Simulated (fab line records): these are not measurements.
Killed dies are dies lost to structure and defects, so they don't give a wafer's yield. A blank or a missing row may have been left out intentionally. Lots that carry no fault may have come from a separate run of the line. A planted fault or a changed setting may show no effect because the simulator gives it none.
The tool behind it: which one? + flow gf180mcu + 13 lots, 39 wafers sampled, at 4 steps of a route of 602

== WHAT EACH GAUGE READ, for each wafer ==
GF_HV_LDD_TW_MEAS_23. Usual: HV_LDD_2_TW typically reads 1049, with standard deviation 6.
| lot  | measured     | on            | HV_LDD_2_TW    | flag |
|------|--------------|---------------|----------------|------|
| L365 | day 10 18:49 | film_metro-03 | 1050 1054 1043 |      |
| L366 | day 11 01:01 | film_metro-04 | 1058 1062 1055 |      |
| L367 | day 11 07:11 | film_metro-03 | 1050 1049 1050 |      |
| L369 | day 12 02:41 | film_metro-03 | 1040 1041 1045 |      |
| L370 | day 12 09:34 | film_metro-03 | 1042 1045 1042 |      |
| L371 | day 12 13:23 | film_metro-01 | 1045 1047 1046 |      |
| L375 | day 14 01:22 | film_metro-03 | 1047 1046 1040 |      |
| L379 | day 15 05:29 | film_metro-03 | 1050 1044 1052 |      |
| L382 | day 16 03:20 | film_metro-03 | 1050 1046 1043 |      |
| L383 | day 16 09:14 | film_metro-01 | 1053 1045 1050 |      |
| L384 | day 16 19:09 | film_metro-04 | 1053 1048 1050 |      |
| L385 | day 17 01:07 | film_metro-01 | 1053 1055 1054 |      |
| L386 | day 17 05:26 | film_metro-03 | 1048 1049 1052 |      |

GF_PSD_RS_MEAS_15: a four-point-probe measurement. Usual: PSD_RS typically reads 108.6 ohm/sq, with standard deviation 0.31.
| lot  | measured     | on            | PSD_RS (ohm/sq)   | flag |
|------|--------------|---------------|-------------------|------|
| L365 | day 14 03:19 | film_metro-03 | 108.3 108.2 108.3 |      |
| L366 | day 14 11:52 | film_metro-02 | 108.6 109.1 108.5 |      |
| L367 | day 14 22:40 | film_metro-03 | 108.2 108.1 108.2 |      |
| L369 | day 15 19:08 | film_metro-03 | 108.9 108.6 108.9 |      |
| L370 | day 16 01:16 | film_metro-02 | 108.2 108.4 108.8 |      |
| L371 | day 16 04:31 | film_metro-03 | 108.7 108.8 108.8 |      |
| L375 | day 17 21:44 | film_metro-04 | 108.1 108.4 108.4 |      |
| L379 | day 19 06:20 | film_metro-03 | 108.7 109.1 108.8 |      |
| L382 | day 20 05:53 | film_metro-04 | 108.5 108.5 108.4 |      |
| L383 | day 20 09:45 | film_metro-04 | 108.7 108.7 108.5 |      |
| L384 | day 20 21:22 | film_metro-03 | 108.7 108.8 108.5 |      |
| L385 | day 21 06:32 | film_metro-02 | 108.0 108.2 108.3 |      |
| L386 | day 21 09:17 | film_metro-02 | 109.4 109.0 108.7 |      |

== WHICH TOOL RAN EACH LOT (tool, then ch and the chambers of the sampled wafers, then the start) ==
| lot  | GF_DNWELL_STRIP_08                  | GF_MVSD_EXPOSE_04                  |
|------|-------------------------------------|------------------------------------|
| L365 | plasma_asher-02 ch 0,1, day 2 18:07 | iline_stepper-02 ch 0, day 4 03:25 |
| L366 | plasma_asher-04 ch 0,1, day 2 23:12 | iline_stepper-02 ch 0, day 4 07:30 |
| L367 | plasma_asher-04 ch 0,1, day 3 04:46 | iline_stepper-01 ch 0, day 4 14:16 |
| L369 | plasma_asher-04 ch 0,1, day 3 18:46 | iline_stepper-02 ch 0, day 5 05:33 |
| L370 | plasma_asher-01 ch 0,1, day 3 21:40 | iline_stepper-02 ch 0, day 5 09:09 |
| L371 | plasma_asher-01 ch 0,1, day 4 01:39 | iline_stepper-02 ch 0, day 5 13:18 |
| L375 | plasma_asher-02 ch 0,1, day 5 02:27 | iline_stepper-02 ch 0, day 6 16:43 |
| L379 | plasma_asher-04 ch 0,1, day 5 22:10 | iline_stepper-02 ch 0, day 7 13:25 |
| L382 | plasma_asher-01 ch 0,1, day 6 12:40 | iline_stepper-01 ch 0, day 8 05:20 |
| L383 | plasma_asher-02 ch 1, day 6 18:04   | iline_stepper-01 ch 0, day 8 11:01 |
| L384 | plasma_asher-01 ch 0,1, day 6 23:19 | iline_stepper-02 ch 0, day 8 16:34 |
| L385 | plasma_asher-02 ch 0,1, day 7 04:52 | iline_stepper-02 ch 0, day 8 22:21 |
| L386 | plasma_asher-02 ch 0, day 7 09:18   | iline_stepper-01 ch 0, day 9 02:35 |
- GF_DNWELL_STRIP_08: strips in O2/N2.
- GF_MVSD_EXPOSE_04: exposes mask MVSD, target cd 1000 nm.

== AS READ BY THE TOOLS THEMSELVES (means over the sampled wafers that have a number; for cases with no such wafer, the mark the record gives instead) ==
GF_DNWELL_STRIP_08. Usual: drypump_motor_current_A 5.4 A, standard deviation 0.47; heater_power_w 315 W, standard deviation 45; oes_product_au 0.723 a.u., standard deviation 0.0052; strip_time_to_endpoint_s 36.97 s, standard deviation 0.084.
| lot  | tool            | drypump_motor_current_A (A) | heater_power_w (W) | oes_product_au (a.u.) | strip_time_to_endpoint_s (s) | flag |
|------|-----------------|-----------------------------|--------------------|-----------------------|------------------------------|------|
| L365 | plasma_asher-02 | 5.7                         | 363                | 0.722                 | 37.07                        |      |
| L366 | plasma_asher-04 | 5.0                         | 301                | 0.725                 | 36.96                        |      |
| L367 | plasma_asher-04 | 5.1                         | 330                | 0.720                 | 36.87                        |      |
| L369 | plasma_asher-04 | 5.1                         | 329                | 0.723                 | 36.97                        |      |
| L370 | plasma_asher-01 | 5.3                         | 276                | 0.717                 | 36.94                        |      |
| L371 | plasma_asher-01 | 5.3                         | 275                | 0.721                 | 36.97                        |      |
| L375 | plasma_asher-02 | 5.7                         | 367                | 0.725                 | 36.89                        |      |
| L379 | plasma_asher-04 | 5.1                         | 329                | 0.719                 | 36.88                        |      |
| L382 | plasma_asher-01 | 5.1                         | 270                | 0.726                 | 37.01                        |      |
| L383 | plasma_asher-02 | 5.5                         | 387                | 0.725                 | 36.94                        |      |
| L384 | plasma_asher-01 | 5.1                         | 276                | 0.725                 | 36.95                        |      |
| L385 | plasma_asher-02 | 5.9                         | 331                | 0.722                 | 37.14                        |      |
| L386 | plasma_asher-02 | 6.1                         | 299                | 0.726                 | 36.84                        |      |

GF_MVSD_EXPOSE_04. Usual: reticle_temp_C reads 22.97 C (standard deviation 0.11).
| lot  | tool             | reticle_temp_C (C) | flag |
|------|------------------|--------------------|------|
| L365 | iline_stepper-02 | 22.98              |      |
| L366 | iline_stepper-02 | 22.88              |      |
| L367 | iline_stepper-01 | 23.02              |      |
| L369 | iline_stepper-02 | 22.89              |      |
| L370 | iline_stepper-02 | 22.97              |      |
| L371 | iline_stepper-02 | 23.09              |      |
| L375 | iline_stepper-02 | 22.96              |      |
| L379 | iline_stepper-02 | 22.93              |      |
| L382 | iline_stepper-01 | 22.95              |      |
| L383 | iline_stepper-01 | 22.88              |      |
| L384 | iline_stepper-02 | 23.07              |      |
| L385 | iline_stepper-02 | 23.03              |      |
| L386 | iline_stepper-01 | 22.93              |      |

== THE ANSWER, worked out from the rows above alone ==
Rule: lot off if the mean of its wafers having a number is beyond 3 standard deviations from the usual mean. Also off: a lot with no number at a reading for which 4 or more lots have one. The other lots that the step has rows for count as sound. Order of review: gauges by route order, followed by the tools' own readings, for which a lot's mean as printed above is used. At the first step where some lot is off, the reading lying furthest off is the one used; lots without a number count as furthest.
No lot is off at any reading shown: from this, nothing can be told.

== WHAT THE SIMULATOR HAD PUT IN ==
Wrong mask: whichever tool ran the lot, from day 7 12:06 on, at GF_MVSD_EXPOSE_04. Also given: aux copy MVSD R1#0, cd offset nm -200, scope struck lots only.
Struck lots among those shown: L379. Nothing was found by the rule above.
